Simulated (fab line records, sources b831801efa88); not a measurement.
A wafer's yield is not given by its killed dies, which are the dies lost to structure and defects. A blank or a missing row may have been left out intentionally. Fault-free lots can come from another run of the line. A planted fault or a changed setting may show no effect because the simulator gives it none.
fab line records || flow sky130
record {"lots": 15, "wafers": 45, "last_day": 49}
route steps=708 shown METAL5@663 PAD_OPEN@708
lots with no fault: from the same line, run without faults
start_h: start of the lot's first displayed wafer, in hours after the record's first day || wait_h: hours from the lot's prior step to this one || " unchanged from the row above || L1.1+2: a single row standing in for several wafers || - no value, or no start given || * or withheld: withheld || < > ~ a bound
route shown NAME@n: NAME is a module with steps in the file, n the number in the route of the first one || usual: mean and standard deviation over wafers with no fault || same: alike in all rows || chamber/n: place in a boat || sites: each site's reading || _std_site: standard deviation of those values || _edge_site: the outer-site mean with the inner-site mean subtracted || radius_mm: how far each site lies from the wafer's centre || mask NAME#n: copy n || behind: the tool/chamber that last shaped the wafer || hold: cause of the lot's hold/its duration in hours/its outcome || device: names the non-switching transistor (n, p or np) || end of line: the same wafers' tests at the end of the route || a step with no rows: only its recipe || killed: the dies lost at the first sort to structure and to defects; this is not the yield of the wafer || map: a wafer's dies, marking killed ones x, the rest . and places with no die _
set.NAME: the run value of the setting; set.NAME@STEP: its run value at that earlier step || model.NAME: the simulator's own value behind a step, which no gauge read
a sample of lots followed through the steps of the route, with each step as a table and each wafer as a row
services: when a tool's chamber went out of use (start_h, in hours from the record's first day, below 0 if earlier), for how many hours, and the reason
## steps
# step SKY_METAL5_SPUTTER_02
# recipe {"material": "AlCu", "target_thk_nm": 1150, "power_w": 10600, "time_s": 61.2, "chamber_pressure_pa": 0.4}
# usual {"cathode_dc_power_W": "10600/1.6", "throttle_valve_pct": "30.2/1.1"}
{"lot.wafer": "L706.1", "tool": "pvd_sputter-03", "chamber": "-", "start_h": 995.71, "wait_h": 0.0, "cathode_dc_power_W": 10602, "throttle_valve_pct": 30.2}
{"lot.wafer": "L706.4", "tool": "pvd_sputter-03", "chamber": "-", "start_h": 995.71, "wait_h": 0.0, "cathode_dc_power_W": 10600, "throttle_valve_pct": 31.5}
{"lot.wafer": "L706.6", "tool": "pvd_sputter-03", "chamber": "-", "start_h": 995.71, "wait_h": 0.0, "cathode_dc_power_W": 10603, "throttle_valve_pct": 30.0}
{"lot.wafer": "L707.1", "tool": "pvd_sputter-01", "chamber": "-", "start_h": 1009.31, "wait_h": 0.0, "cathode_dc_power_W": 10599, "throttle_valve_pct": 31.3}
{"lot.wafer": "L707.3", "tool": "pvd_sputter-01", "chamber": "-", "start_h": 1009.31, "wait_h": 0.0, "cathode_dc_power_W": 10600, "throttle_valve_pct": 29.3}
{"lot.wafer": "L707.4", "tool": "pvd_sputter-01", "chamber": "-", "start_h": 1009.31, "wait_h": 0.0, "cathode_dc_power_W": 10593, "throttle_valve_pct": 30.3}
{"lot.wafer": "L708.2", "tool": "pvd_sputter-02", "chamber": "-", "start_h": 1022.70, "wait_h": 0.0, "cathode_dc_power_W": 10595, "throttle_valve_pct": 32.7}
{"lot.wafer": "L708.5", "tool": "pvd_sputter-02", "chamber": "-", "start_h": 1022.70, "wait_h": 0.0, "cathode_dc_power_W": 10600, "throttle_valve_pct": 32.6}
{"lot.wafer": "L708.6", "tool": "pvd_sputter-02", "chamber": "-", "start_h": 1022.70, "wait_h": 0.0, "cathode_dc_power_W": 10601, "throttle_valve_pct": 29.8}
{"lot.wafer": "L710.1", "tool": "pvd_sputter-03", "chamber": "-", "start_h": 1033.91, "wait_h": 0.0, "cathode_dc_power_W": 10601, "throttle_valve_pct": 28.5}
{"lot.wafer": "L710.3", "tool": "pvd_sputter-03", "chamber": "-", "start_h": 1033.91, "wait_h": 0.0, "cathode_dc_power_W": 10600, "throttle_valve_pct": 29.9}
{"lot.wafer": "L710.5", "tool": "pvd_sputter-03", "chamber": "-", "start_h": 1033.91, "wait_h": 0.0, "cathode_dc_power_W": 10604, "throttle_valve_pct": 29.7}
{"lot.wafer": "L709.1", "tool": "pvd_sputter-01", "chamber": "-", "start_h": 1034.64, "wait_h": 0.0, "cathode_dc_power_W": 10600, "throttle_valve_pct": 30.6}
{"lot.wafer": "L709.3", "tool": "pvd_sputter-01", "chamber": "-", "start_h": 1034.64, "wait_h": 0.0, "cathode_dc_power_W": 10603, "throttle_valve_pct": 30.3}
{"lot.wafer": "L709.6", "tool": "pvd_sputter-01", "chamber": "-", "start_h": 1034.64, "wait_h": 0.0, "cathode_dc_power_W": 10601, "throttle_valve_pct": 30.6}
{"lot.wafer": "L711.2", "tool": "pvd_sputter-01", "chamber": "-", "start_h": 1036.24, "wait_h": 0.0, "cathode_dc_power_W": 10599, "throttle_valve_pct": 29.3}
{"lot.wafer": "L711.3", "tool": "pvd_sputter-01", "chamber": "-", "start_h": 1036.24, "wait_h": 0.0, "cathode_dc_power_W": 10601, "throttle_valve_pct": 30.6}
{"lot.wafer": "L711.4", "tool": "pvd_sputter-01", "chamber": "-", "start_h": 1036.24, "wait_h": 0.0, "cathode_dc_power_W": 10599, "throttle_valve_pct": 30.3}
{"lot.wafer": "L712.1", "tool": "pvd_sputter-03", "chamber": "-", "start_h": 1049.24, "wait_h": 0.0, "cathode_dc_power_W": 10599, "throttle_valve_pct": 29.7}
{"lot.wafer": "L712.2", "tool": "pvd_sputter-03", "chamber": "-", "start_h": 1049.24, "wait_h": 0.0, "cathode_dc_power_W": 10599, "throttle_valve_pct": 28.8}
{"lot.wafer": "L712.5", "tool": "pvd_sputter-03", "chamber": "-", "start_h": 1049.24, "wait_h": 0.0, "cathode_dc_power_W": 10599, "throttle_valve_pct": 30.1}
{"lot.wafer": "L713.2", "tool": "pvd_sputter-01", "chamber": "-", "start_h": 1052.15, "wait_h": 0.0, "cathode_dc_power_W": 10598, "throttle_valve_pct": 31.2}
{"lot.wafer": "L713.4", "tool": "pvd_sputter-01", "chamber": "-", "start_h": 1052.15, "wait_h": 0.0, "cathode_dc_power_W": 10598, "throttle_valve_pct": 29.2}
{"lot.wafer": "L713.5", "tool": "pvd_sputter-01", "chamber": "-", "start_h": 1052.15, "wait_h": 0.0, "cathode_dc_power_W": 10598, "throttle_valve_pct": 29.4}
{"lot.wafer": "L717.1", "tool": "pvd_sputter-01", "chamber": "-", "start_h": 1081.43, "wait_h": 0.0, "cathode_dc_power_W": 10916, "throttle_valve_pct": 31.5}
{"lot.wafer": "L717.3", "tool": "pvd_sputter-01", "chamber": "-", "start_h": 1081.43, "wait_h": 0.0, "cathode_dc_power_W": 10917, "throttle_valve_pct": 30.6}
{"lot.wafer": "L717.6", "tool": "pvd_sputter-01", "chamber": "-", "start_h": 1081.43, "wait_h": 0.0, "cathode_dc_power_W": 10912, "throttle_valve_pct": 30.5}
{"lot.wafer": "L718.2", "tool": "pvd_sputter-01", "chamber": "-", "start_h": 1089.03, "wait_h": 0.0, "cathode_dc_power_W": 10916, "throttle_valve_pct": 30.7}
{"lot.wafer": "L718.3", "tool": "pvd_sputter-01", "chamber": "-", "start_h": 1089.03, "wait_h": 0.0, "cathode_dc_power_W": 10918, "throttle_valve_pct": 31.3}
{"lot.wafer": "L718.5", "tool": "pvd_sputter-01", "chamber": "-", "start_h": 1089.03, "wait_h": 0.0, "cathode_dc_power_W": 10915, "throttle_valve_pct": 30.3}
{"lot.wafer": "L720.2", "tool": "pvd_sputter-01", "chamber": "-", "start_h": 1094.64, "wait_h": 0.0, "cathode_dc_power_W": 10916, "throttle_valve_pct": 30.9}
{"lot.wafer": "L720.3", "tool": "pvd_sputter-01", "chamber": "-", "start_h": 1094.64, "wait_h": 0.0, "cathode_dc_power_W": 10915, "throttle_valve_pct": 29.2}
{"lot.wafer": "L720.4", "tool": "pvd_sputter-01", "chamber": "-", "start_h": 1094.64, "wait_h": 0.0, "cathode_dc_power_W": 10918, "throttle_valve_pct": 31.4}
{"lot.wafer": "L722.2", "tool": "pvd_sputter-03", "chamber": "-", "start_h": 1104.07, "wait_h": 0.0, "cathode_dc_power_W": 10598, "throttle_valve_pct": 31.3}
{"lot.wafer": "L722.4", "tool": "pvd_sputter-03", "chamber": "-", "start_h": 1104.07, "wait_h": 0.0, "cathode_dc_power_W": 10599, "throttle_valve_pct": 29.3}
{"lot.wafer": "L722.5", "tool": "pvd_sputter-03", "chamber": "-", "start_h": 1104.07, "wait_h": 0.0, "cathode_dc_power_W": 10602, "throttle_valve_pct": 31.5}
{"lot.wafer": "L724.1", "tool": "pvd_sputter-02", "chamber": "-", "start_h": 1110.92, "wait_h": 0.0, "cathode_dc_power_W": 10596, "throttle_valve_pct": 33.0}
{"lot.wafer": "L724.2", "tool": "pvd_sputter-02", "chamber": "-", "start_h": 1110.92, "wait_h": 0.0, "cathode_dc_power_W": 10602, "throttle_valve_pct": 29.6}
{"lot.wafer": "L724.4", "tool": "pvd_sputter-02", "chamber": "-", "start_h": 1110.92, "wait_h": 0.0, "cathode_dc_power_W": 10599, "throttle_valve_pct": 27.7}
{"lot.wafer": "L725.1", "tool": "pvd_sputter-03", "chamber": "-", "start_h": 1124.45, "wait_h": 0.0, "cathode_dc_power_W": 10601, "throttle_valve_pct": 31.5}
{"lot.wafer": "L725.2", "tool": "pvd_sputter-03", "chamber": "-", "start_h": 1124.45, "wait_h": 0.0, "cathode_dc_power_W": 10599, "throttle_valve_pct": 28.9}
{"lot.wafer": "L725.5", "tool": "pvd_sputter-03", "chamber": "-", "start_h": 1124.45, "wait_h": 0.0, "cathode_dc_power_W": 10599, "throttle_valve_pct": 29.2}
{"lot.wafer": "L726.3", "tool": "pvd_sputter-03", "chamber": "-", "start_h": 1130.05, "wait_h": 0.0, "cathode_dc_power_W": 10598, "throttle_valve_pct": 29.7}
{"lot.wafer": "L726.5", "tool": "pvd_sputter-03", "chamber": "-", "start_h": 1130.05, "wait_h": 0.0, "cathode_dc_power_W": 10600, "throttle_valve_pct": 30.0}
{"lot.wafer": "L726.6", "tool": "pvd_sputter-03", "chamber": "-", "start_h": 1130.05, "wait_h": 0.0, "cathode_dc_power_W": 10599, "throttle_valve_pct": 28.5}
# step SKY_PAD_OPEN_PROBE_99
# usual {"defect_limited_yield": "82.4/1.9", "killed_at_M0_to_M3": "44/7.2", "killed_at_M4_up": "3.4/2.1", "killed_at_contacts": "24/5.5", "killed_at_front_end": "15/4.6", "killed_at_other": "0.4/0.64", "killed_dies": "86/9.1", "killed_open": "47/7.5", "killed_short": "39/5.8", "sort_bin_3_pad_short": "0.9/0.41", "sort_bin_5_function": "10.4/1.5", "sort_bin_6_memory": "6.3/1.2", "sort_n_pass": "406/9.1", "sort_yield_pct": "82.4/1.9"}
# same {"gross_dies": 492, "killed_at_back_side": 0, "sort_bin_4_leakage[%]": 0, "sort_bin_8_speed[%]": 0}
{"lot.wafer": "L706.1", "tool": "prober-01", "chamber": "-", "start_h": 1066.41, "wait_h": 0.1, "defect_limited_yield[%]": 83.3, "killed_at_M0_to_M3": 46, "killed_at_M4_up": 1, "killed_at_contacts": 17, "killed_at_front_end": 18, "killed_at_other": 0, "killed_dies": 82, "killed_open": 50, "killed_short": 32, "sort_bin_3_pad_short[%]": 0.6, "sort_bin_5_function[%]": 11.0, "sort_bin_6_memory[%]": 5.1, "sort_n_pass": 410, "sort_yield_pct[%]": 83.3}
{"lot.wafer": "L706.4", "tool": "prober-01", "chamber": "-", "start_h": 1066.56, "wait_h": 0.2, "defect_limited_yield[%]": 82.1, "killed_at_M0_to_M3": 41, "killed_at_M4_up": 8, "killed_at_contacts": 21, "killed_at_front_end": 18, "killed_at_other": 0, "killed_dies": 88, "killed_open": 51, "killed_short": 37, "sort_bin_3_pad_short[%]": 1.4, "sort_bin_5_function[%]": 10.2, "sort_bin_6_memory[%]": 6.3, "sort_n_pass": 404, "sort_yield_pct[%]": 82.1}
{"lot.wafer": "L706.6", "tool": "prober-01", "chamber": "-", "start_h": 1066.66, "wait_h": 0.2, "defect_limited_yield[%]": 81.1, "killed_at_M0_to_M3": 47, "killed_at_M4_up": 4, "killed_at_contacts": 23, "killed_at_front_end": 18, "killed_at_other": 1, "killed_dies": 93, "killed_open": 54, "killed_short": 39, "sort_bin_3_pad_short[%]": 0.4, "sort_bin_5_function[%]": 11.6, "sort_bin_6_memory[%]": 6.9, "sort_n_pass": 399, "sort_yield_pct[%]": 81.1}
{"lot.wafer": "L709.1", "tool": "prober-01", "chamber": "-", "start_h": 1101.01, "wait_h": 0.1, "defect_limited_yield[%]": 82.7, "killed_at_M0_to_M3": 32, "killed_at_M4_up": 0, "killed_at_contacts": 35, "killed_at_front_end": 18, "killed_at_other": 0, "killed_dies": 85, "killed_open": 46, "killed_short": 39, "sort_bin_3_pad_short[%]": 1.2, "sort_bin_5_function[%]": 8.1, "sort_bin_6_memory[%]": 7.9, "sort_n_pass": 407, "sort_yield_pct[%]": 82.7}
{"lot.wafer": "L709.3", "tool": "prober-01", "chamber": "-", "start_h": 1101.11, "wait_h": 0.2, "defect_limited_yield[%]": 83.5, "killed_at_M0_to_M3": 40, "killed_at_M4_up": 6, "killed_at_contacts": 23, "killed_at_front_end": 11, "killed_at_other": 1, "killed_dies": 81, "killed_open": 45, "killed_short": 36, "sort_bin_3_pad_short[%]": 0.8, "sort_bin_5_function[%]": 8.7, "sort_bin_6_memory[%]": 6.9, "sort_n_pass": 411, "sort_yield_pct[%]": 83.5}
{"lot.wafer": "L709.6", "tool": "prober-01", "chamber": "-", "start_h": 1101.26, "wait_h": 0.2, "defect_limited_yield[%]": 84.3, "killed_at_M0_to_M3": 33, "killed_at_M4_up": 9, "killed_at_contacts": 23, "killed_at_front_end": 12, "killed_at_other": 0, "killed_dies": 77, "killed_open": 39, "killed_short": 38, "sort_bin_3_pad_short[%]": 1.4, "sort_bin_5_function[%]": 8.9, "sort_bin_6_memory[%]": 5.3, "sort_n_pass": 415, "sort_yield_pct[%]": 84.3}
{"lot.wafer": "L718.2", "tool": "prober-02", "chamber": "-", "start_h": 1150.86, "wait_h": 0.1, "defect_limited_yield[%]": 82.5, "killed_at_M0_to_M3": 41, "killed_at_M4_up": 2, "killed_at_contacts": 23, "killed_at_front_end": 20, "killed_at_other": 0, "killed_dies": 86, "killed_open": 47, "killed_short": 39, "sort_bin_3_pad_short[%]": 0.8, "sort_bin_5_function[%]": 11.0, "sort_bin_6_memory[%]": 5.7, "sort_n_pass": 406, "sort_yield_pct[%]": 82.5}
{"lot.wafer": "L718.3", "tool": "prober-02", "chamber": "-", "start_h": 1150.91, "wait_h": 0.2, "defect_limited_yield[%]": 82.3, "killed_at_M0_to_M3": 48, "killed_at_M4_up": 3, "killed_at_contacts": 20, "killed_at_front_end": 16, "killed_at_other": 0, "killed_dies": 87, "killed_open": 56, "killed_short": 31, "sort_bin_3_pad_short[%]": 0.6, "sort_bin_5_function[%]": 10.0, "sort_bin_6_memory[%]": 7.1, "sort_n_pass": 405, "sort_yield_pct[%]": 82.3}
{"lot.wafer": "L718.5", "tool": "prober-02", "chamber": "-", "start_h": 1151.01, "wait_h": 0.2, "defect_limited_yield[%]": 81.9, "killed_at_M0_to_M3": 53, "killed_at_M4_up": 1, "killed_at_contacts": 20, "killed_at_front_end": 15, "killed_at_other": 0, "killed_dies": 89, "killed_open": 58, "killed_short": 31, "sort_bin_3_pad_short[%]": 0.4, "sort_bin_5_function[%]": 10.2, "sort_bin_6_memory[%]": 7.5, "sort_n_pass": 403, "sort_yield_pct[%]": 81.9}
{"lot.wafer": "L724.1", "tool": "prober-01", "chamber": "-", "start_h": 1170.86, "wait_h": 0.1, "defect_limited_yield[%]": 82.1, "killed_at_M0_to_M3": 48, "killed_at_M4_up": 6, "killed_at_contacts": 20, "killed_at_front_end": 14, "killed_at_other": 0, "killed_dies": 88, "killed_open": 40, "killed_short": 48, "sort_bin_3_pad_short[%]": 1.6, "sort_bin_5_function[%]": 9.3, "sort_bin_6_memory[%]": 6.9, "sort_n_pass": 404, "sort_yield_pct[%]": 82.1}
{"lot.wafer": "L724.2", "tool": "prober-01", "chamber": "-", "start_h": 1170.91, "wait_h": 0.1, "defect_limited_yield[%]": 83.1, "killed_at_M0_to_M3": 45, "killed_at_M4_up": 2, "killed_at_contacts": 22, "killed_at_front_end": 14, "killed_at_other": 0, "killed_dies": 83, "killed_open": 37, "killed_short": 46, "sort_bin_3_pad_short[%]": 0.6, "sort_bin_5_function[%]": 9.6, "sort_bin_6_memory[%]": 6.7, "sort_n_pass": 409, "sort_yield_pct[%]": 83.1}
{"lot.wafer": "L724.4", "tool": "prober-01", "chamber": "-", "start_h": 1171.01, "wait_h": 0.2, "defect_limited_yield[%]": 83.3, "killed_at_M0_to_M3": 46, "killed_at_M4_up": 4, "killed_at_contacts": 23, "killed_at_front_end": 9, "killed_at_other": 0, "killed_dies": 82, "killed_open": 39, "killed_short": 43, "sort_bin_3_pad_short[%]": 1.4, "sort_bin_5_function[%]": 10.4, "sort_bin_6_memory[%]": 4.9, "sort_n_pass": 410, "sort_yield_pct[%]": 83.3}
{"lot.wafer": "L725.1", "tool": "prober-02", "chamber": "-", "start_h": 1181.16, "wait_h": 0.1, "defect_limited_yield[%]": 83.3, "killed_at_M0_to_M3": 42, "killed_at_M4_up": 3, "killed_at_contacts": 26, "killed_at_front_end": 11, "killed_at_other": 0, "killed_dies": 82, "killed_open": 47, "killed_short": 34, "sort_bin_3_pad_short[%]": 0.4, "sort_bin_5_function[%]": 10.0, "sort_bin_6_memory[%]": 6.3, "sort_n_pass": 410, "sort_yield_pct[%]": 83.3}
{"lot.wafer": "L725.2", "tool": "prober-02", "chamber": "-", "start_h": 1181.21, "wait_h": 0.1, "defect_limited_yield[%]": 85.4, "killed_at_M0_to_M3": 37, "killed_at_M4_up": 5, "killed_at_contacts": 20, "killed_at_front_end": 10, "killed_at_other": 0, "killed_dies": 72, "killed_open": 34, "killed_short": 37, "sort_bin_3_pad_short[%]": 0.6, "sort_bin_5_function[%]": 8.7, "sort_bin_6_memory[%]": 5.3, "sort_n_pass": 420, "sort_yield_pct[%]": 85.4}
{"lot.wafer": "L725.5", "tool": "prober-02", "chamber": "-", "start_h": 1181.36, "wait_h": 0.2, "defect_limited_yield[%]": 85.4, "killed_at_M0_to_M3": 44, "killed_at_M4_up": 1, "killed_at_contacts": 12, "killed_at_front_end": 14, "killed_at_other": 1, "killed_dies": 72, "killed_open": 40, "killed_short": 32, "sort_bin_3_pad_short[%]": 0.4, "sort_bin_5_function[%]": 8.7, "sort_bin_6_memory[%]": 5.5, "sort_n_pass": 420, "sort_yield_pct[%]": 85.4}
{"lot.wafer": "L726.3", "tool": "prober-01", "chamber": "-", "start_h": 1186.44, "wait_h": 0.2, "defect_limited_yield[%]": 81.1, "killed_at_M0_to_M3": 55, "killed_at_M4_up": 1, "killed_at_contacts": 27, "killed_at_front_end": 9, "killed_at_other": 1, "killed_dies": 93, "killed_open": 54, "killed_short": 38, "sort_bin_3_pad_short[%]": 1.2, "sort_bin_5_function[%]": 10.4, "sort_bin_6_memory[%]": 7.3, "sort_n_pass": 399, "sort_yield_pct[%]": 81.1}
{"lot.wafer": "L726.5", "tool": "prober-01", "chamber": "-", "start_h": 1186.54, "wait_h": 0.2, "defect_limited_yield[%]": 85.4, "killed_at_M0_to_M3": 33, "killed_at_M4_up": 2, "killed_at_contacts": 26, "killed_at_front_end": 11, "killed_at_other": 0, "killed_dies": 72, "killed_open": 39, "killed_short": 33, "sort_bin_3_pad_short[%]": 1.0, "sort_bin_5_function[%]": 8.5, "sort_bin_6_memory[%]": 5.1, "sort_n_pass": 420, "sort_yield_pct[%]": 85.4}
{"lot.wafer": "L726.6", "tool": "prober-01", "chamber": "-", "start_h": 1186.59, "wait_h": 0.2, "defect_limited_yield[%]": 83.9, "killed_at_M0_to_M3": 46, "killed_at_M4_up": 4, "killed_at_contacts": 20, "killed_at_front_end": 9, "killed_at_other": 0, "killed_dies": 79, "killed_open": 33, "killed_short": 46, "sort_bin_3_pad_short[%]": 1.0, "sort_bin_5_function[%]": 8.3, "sort_bin_6_memory[%]": 6.7, "sort_n_pass": 413, "sort_yield_pct[%]": 83.9}
# killed by level:class
L706.1 VIA1:geometric_particle:open=16 FIELD_ISO:geometric_particle:open=9 VIA3:geometric_particle:open=8 FIELD_ISO:geometric_particle:short=7 CONTACT:geometric_particle:open=7 METAL1:geometric_particle:short=7 VIA2:geometric_particle:open=5 LI_CONTACT:geometric_particle:short=4
L706.4 VIA3:geometric_particle:open=10 VIA1:geometric_particle:open=8 CONTACT:geometric_particle:open=7 FIELD_ISO:geometric_particle:open=6 FIELD_ISO:geometric_particle:short=5 METAL2:geometric_particle:short=5 METAL4:geometric_particle:short=5 LOCAL_INTERCONNECT:geometric_particle:open=4
L706.6 LI_CONTACT:geometric_particle:open=9 VIA1:geometric_particle:open=8 METAL1:geometric_particle:short=7 VIA2:geometric_particle:open=7 CONTACT:geometric_particle:open=6 METAL2:geometric_particle:short=6 VIA3:geometric_particle:open=6 FIELD_ISO:geometric_particle:open=5
L709.1 VIA1:geometric_particle:open=11 LOCAL_INTERCONNECT:geometric_particle:short=10 CONTACT:geometric_particle:open=9 LI_CONTACT:geometric_particle:open=8 POLY_GATE:geometric_particle:open=5 METAL1:geometric_particle:short=5 POLY_GATE:geometric_particle:short=4 VIA1:geometric_particle:short=4
L709.3 LI_CONTACT:geometric_particle:open=10 VIA1:geometric_particle:open=10 VIA2:geometric_particle:open=7 CONTACT:geometric_particle:open=6 METAL1:geometric_particle:short=6 METAL4:geometric_particle:short=5 POLY_GATE:geometric_particle:short=4 VIA1:geometric_particle:short=4
L709.6 VIA1:geometric_particle:open=9 LI_CONTACT:geometric_particle:open=8 METAL2:geometric_particle:short=6 METAL4:geometric_particle:short=6 POLY_GATE:geometric_particle:short=5 VIA3:geometric_particle:open=5 CONTACT:geometric_particle:short=4 CONTACT:geometric_particle:open=4
L718.2 CONTACT:geometric_particle:open=11 VIA1:geometric_particle:open=9 VIA3:geometric_particle:open=8 FIELD_ISO:geometric_particle:short=7 FIELD_ISO:geometric_particle:open=5 METAL1:geometric_particle:short=5 POLY_GATE:geometric_particle:open=4 LI_CONTACT:geometric_particle:open=4
L718.3 VIA1:geometric_particle:open=15 VIA2:geometric_particle:open=9 POLY_GATE:geometric_particle:open=6 LOCAL_INTERCONNECT:geometric_particle:short=6 CONTACT:geometric_particle:open=6 METAL2:geometric_particle:short=6 VIA1:geometric_particle:short=4 VIA3:geometric_particle:open=4
L718.5 VIA1:geometric_particle:open=14 VIA2:geometric_particle:open=11 CONTACT:geometric_particle:open=7 VIA3:geometric_particle:open=7 LI_CONTACT:geometric_particle:open=6 VIA1:geometric_particle:short=6 FIELD_ISO:geometric_particle:open=5 METAL1:geometric_particle:short=5
L724.1 VIA1:geometric_particle:open=9 METAL1:geometric_particle:short=9 VIA3:geometric_particle:open=7 CONTACT:geometric_particle:short=6 METAL4:geometric_particle:short=6 CONTACT:geometric_particle:open=5 VIA2:geometric_particle:short=5 VIA2:geometric_particle:open=4
L724.2 VIA1:geometric_particle:open=11 VIA3:geometric_particle:open=7 LI_CONTACT:geometric_particle:short=6 VIA1:geometric_particle:short=6 LOCAL_INTERCONNECT:geometric_particle:short=5 VIA3:geometric_particle:short=5 POLY_GATE:geometric_particle:open=4 CONTACT:geometric_particle:open=4
L724.4 VIA1:geometric_particle:open=13 LI_CONTACT:geometric_particle:open=7 VIA1:geometric_particle:short=6 METAL2:geometric_particle:short=6 CONTACT:geometric_particle:open=5 LOCAL_INTERCONNECT:geometric_particle:short=5 VIA3:geometric_particle:open=5 METAL3:geometric_particle:short=4
L725.1 CONTACT:geometric_particle:open=10 VIA1:geometric_particle:open=9 LI_CONTACT:geometric_particle:open=6 METAL2:geometric_particle:short=6 VIA2:geometric_particle:open=6 METAL1:geometric_particle:short=5 FIELD_ISO:geometric_particle:short=5 LOCAL_INTERCONNECT:geometric_particle:short=5
L725.2 CONTACT:geometric_particle:open=11 METAL1:geometric_particle:short=8 VIA2:geometric_particle:open=6 VIA1:geometric_particle:open=6 VIA1:geometric_particle:short=5 VIA3:geometric_particle:short=4 LI_CONTACT:geometric_particle:open=3 CONTACT:geometric_particle:short=3
L725.5 VIA3:geometric_particle:open=12 VIA1:geometric_particle:open=8 VIA2:geometric_particle:open=6 METAL2:geometric_particle:short=5 FIELD_ISO:geometric_particle:open=4 CONTACT:geometric_particle:open=4 FIELD_ISO:geometric_particle:short=3 POLY_GATE:geometric_particle:short=3
L726.3 VIA1:geometric_particle:open=15 CONTACT:geometric_particle:open=10 VIA3:geometric_particle:open=8 VIA2:geometric_particle:open=7 LI_CONTACT:geometric_particle:open=6 METAL2:geometric_particle:short=6 VIA3:geometric_particle:short=5 LOCAL_INTERCONNECT:geometric_particle:short=5
L726.5 CONTACT:geometric_particle:open=10 LI_CONTACT:geometric_particle:open=6 VIA1:geometric_particle:open=5 METAL2:geometric_particle:short=5 POLY_GATE:geometric_particle:open=4 METAL1:geometric_particle:short=4 VIA2:geometric_particle:open=4 VIA3:geometric_particle:short=4
L726.6 LI_CONTACT:geometric_particle:open=8 VIA1:geometric_particle:open=8 VIA1:geometric_particle:short=7 METAL2:geometric_particle:short=7 VIA2:geometric_particle:short=6 METAL3:geometric_particle:short=4 VIA3:geometric_particle:open=4 METAL4:geometric_particle:short=4
## services
{"tool": "pvd_sputter-03", "chamber": "-", "start_h": 993.38, "hours": 1.1, "kind": "repair"}
{"tool": "pvd_sputter-02", "chamber": "-", "start_h": 1040.09, "hours": 6.7, "kind": "repair"}
{"tool": "pvd_sputter-01", "chamber": "-", "start_h": 1057.55, "hours": 4.7, "kind": "repair"}
{"tool": "pvd_sputter-03", "chamber": "-", "start_h": 1062.36, "hours": 4.0, "kind": "repair"}
{"tool": "pvd_sputter-02", "chamber": "-", "start_h": 1065.08, "hours": 11.5, "kind": "repair"}
{"tool": "pvd_sputter-02", "chamber": "-", "start_h": 1092.16, "hours": 3.4, "kind": "repair"}
## key
first_sign {"step": "SKY_METAL5_SPUTTER_02", "reading": "cathode_dc_power_W", "direction": "up", "sigmas": "99+", "usual": 10600, "struck": 10916}
effect none on later readings
met_at SKY_METAL5_SPUTTER_02
struck_lots L717,L718,L720
onset_between 1052.15 1081.43
fault {"kind": "process_parameter_drift", "tool": "pvd_sputter-01", "chamber": "-", "onset_h": 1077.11, "steps": "SKY_METAL5_SPUTTER_02", "channel": "power_w", "offset": "*", "shape": "step", "end_h": 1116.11, "acts_in": "*", "stated": "*"}
